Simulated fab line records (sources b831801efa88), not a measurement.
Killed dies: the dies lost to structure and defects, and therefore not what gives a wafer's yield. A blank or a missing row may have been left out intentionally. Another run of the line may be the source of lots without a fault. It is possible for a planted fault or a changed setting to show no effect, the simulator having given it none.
Struck lot and sound lot, side by side || flow gf180mcu || 16 steps out of a route of 602
Sound: the wafers L872.3, L872.4, L872.5. The struck wafers were L858.1, L858.5, L858.6. The cause is named last.
Per side, at each step with rows, come the tool, then ch with its chambers, and then its first start. Under that, the readings that differ: sound wafers || struck wafers || difference of the means || sigmas: that difference in standard deviations of wafers without a fault.
alike: readings whose means differ by less than 2 such deviations, and words and numbers that are the same on both sides. not compared: withheld readings, readings that some wafer has no value for, bounds like >300 that may hide the same value, and numbers for which the record gives no deviation and whose values overlap.
The two part at a step that has a row with sigmas, a row that says differs or no value, or rows on one side only. Numbers that don't overlap but have no deviation are shown without sigmas and don't part them. Lack of a reading on every wafer of one side parts them only where that side has two or more wafers.

GF_MIM_SPUTTER_07: material TiN, target thk 60 nm, time 50 s.
  sound on pvd_sputter-02 at day 31 01:55; struck on pvd_sputter-04 at day 26 18:58
  alike: throttle_valve_pct
GF_MIM_SPUTTER_08: material AlCu, target thk 200 nm, time 10.6 s.
  sound on pvd_sputter-02 at day 31 01:57; struck on pvd_sputter-04 at day 26 19:00
  alike: throttle_valve_pct
GF_MIM_SPUTTER_09: material TiN, target thk 35 nm, time 29.2 s.
  sound on pvd_sputter-02 at day 31 01:58; struck on pvd_sputter-04 at day 26 19:02
  alike: throttle_valve_pct
GF_MIM_RS_MEAS_10: a four-point-probe measurement.
  sound on film_metro-04 at day 31 02:03; struck on film_metro-04 at day 26 19:04
  alike: MIM_ALCU_RS
GF_MIM_THK_MEAS_11: measures by xrf.
  sound on film_metro-04 at day 31 02:09; struck on film_metro-04 at day 26 19:11
  alike: MIM_ALCU_THK
then, 7 steps without rows for these wafers: GF_MIM_DEHYDRATE_12 (time 60 s); GF_MIM_HMDS_13 (prime time 60 s); GF_MIM_COAT_14 (resist thk 1000 nm); GF_MIM_SOFTBAKE_15 (time 60 s); GF_MIM_EXPOSE_16 (exposes mask FuseTop, target cd 2000 nm); GF_MIM_PEB_17; GF_MIM_DEVELOP_18 (develop time 60 s).
GF_MIM_METAL_ETCH_19: etches the open film in Cl2/BCl3, stops on Si3N4, target depth 324.5 nm, time 54.1 s.
  sound on rie_metal-04 ch 0,1, day 31 19:09; struck on rie_metal-02 ch 0,1, day 27 15:19
{"reading": "oes_product_au (a.u.)", "sound": "0.933 0.938 0.934", "struck": "0.906 0.892 0.912", "difference": -0.032, "sigmas": -5}
{"reading": "throttle_valve_pct (%)", "sound": "28.294 28.290 28.290", "struck": "28.326 28.338 28.297", "difference": "+0.029", "sigmas": "+3"}
{"reading": "model.NOVOLAK_of_MIM_COAT_14.thk_nm (nm)", "sound": "867.8 864.9 866.7", "struck": "892.7 894.1 893.4", "difference": "+26.9", "sigmas": ""}
{"reading": "model.etch.depth_nm (nm)", "sound": "293.2 294.5 293.4", "struck": "273.3 271.5 280.1", "difference": -18.7, "sigmas": ""}
{"reading": "model.MIM.feature_depth_nm (nm)", "sound": "293.2 294.5 293.4", "struck": "273.3 271.5 280.1", "difference": -18.7, "sigmas": ""}
  alike: drypump_motor_current_A, he_backside_leak_sccm, mfc_cl2_sccm
  not compared: rf_hours_counter_h
GF_MIM_STRIP_20: strips in O2/N2.
  sound on plasma_asher-02 ch 0,1, day 31 19:14; struck on plasma_asher-01 ch 0,1, day 27 15:23
{"reading": "drypump_motor_current_A (A)", "sound": "5.1 5.3 5.3", "struck": "6.2 6.1 6.2", "difference": "+0.9", "sigmas": "+2"}
{"reading": "oes_product_au (a.u.)", "sound": "0.691 0.682 0.692", "struck": "0.703 0.708 0.703", "difference": "+0.016", "sigmas": "+3"}
{"reading": "strip_time_to_endpoint_s (s)", "sound": "11.20 11.15 11.18", "struck": "11.48 11.51 11.50", "difference": "+0.32", "sigmas": "+8"}
  alike: heater_power_w
  not compared: rf_hours_counter_h
then, 1 step without rows for these wafers: GF_MIM_STRIP_21 (strips in post etch residue remover, time 1200 s).
-- the record jumps here: 3 days lie between the struck wafers' starts before and after (it left off in module MIM and takes up again in module PASSIVATION, whose first step shown is number 602 of the route) --
GF_PASSIVATION_PROBE_99:
  sound on prober-02 at day 34 15:23; struck on prober-02 at day 31 02:32
{"reading": "model.etest.met5.line_ohm_um", "sound": "0.2552 0.25 0.253", "struck": "189.6 172.4 302.7", "difference": "+221.3", "sigmas": ""}
{"reading": "model.etest.via5_chain.rc_ohm", "sound": "7.085 7.258 7.266", "struck": "143.4 126.8 223.6", "difference": "+157.4", "sigmas": ""}
{"reading": "model.etest.met5.rs_ohm_sq", "sound": "0.07125 0.07045 0.07152", "struck": "52.88 48.51 85.84", "difference": "+62.34", "sigmas": ""}
{"reading": "model.etest.contact_diode_array.under_floor", "sound": "0 0 0", "struck": "1 1 1", "difference": "+1", "sigmas": ""}
{"reading": "model.etest.pplus_sal_6v.open", "sound": "0 0 0", "struck": "1 1 1", "difference": "+1", "sigmas": ""}
{"reading": "model.etest.via2_chain.open", "sound": "0 0 0", "struck": "1 1 1", "difference": "+1", "sigmas": ""}
{"reading": "model.etest.nldd_6p0.open", "sound": "0 0 0", "struck": "1 1 1", "difference": "+1", "sigmas": ""}
  not compared: model.etest.met5.rs_ohm_sq_rim_less_centre

## WHERE THEY PART
Earliest at GF_MIM_METAL_ETCH_19; latest, in this record, at GF_MIM_STRIP_20.

WHY: what had been put in by the simulator
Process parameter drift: rie_metal-02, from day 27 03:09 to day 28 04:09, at GF_MIM_METAL_ETCH_19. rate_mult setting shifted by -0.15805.
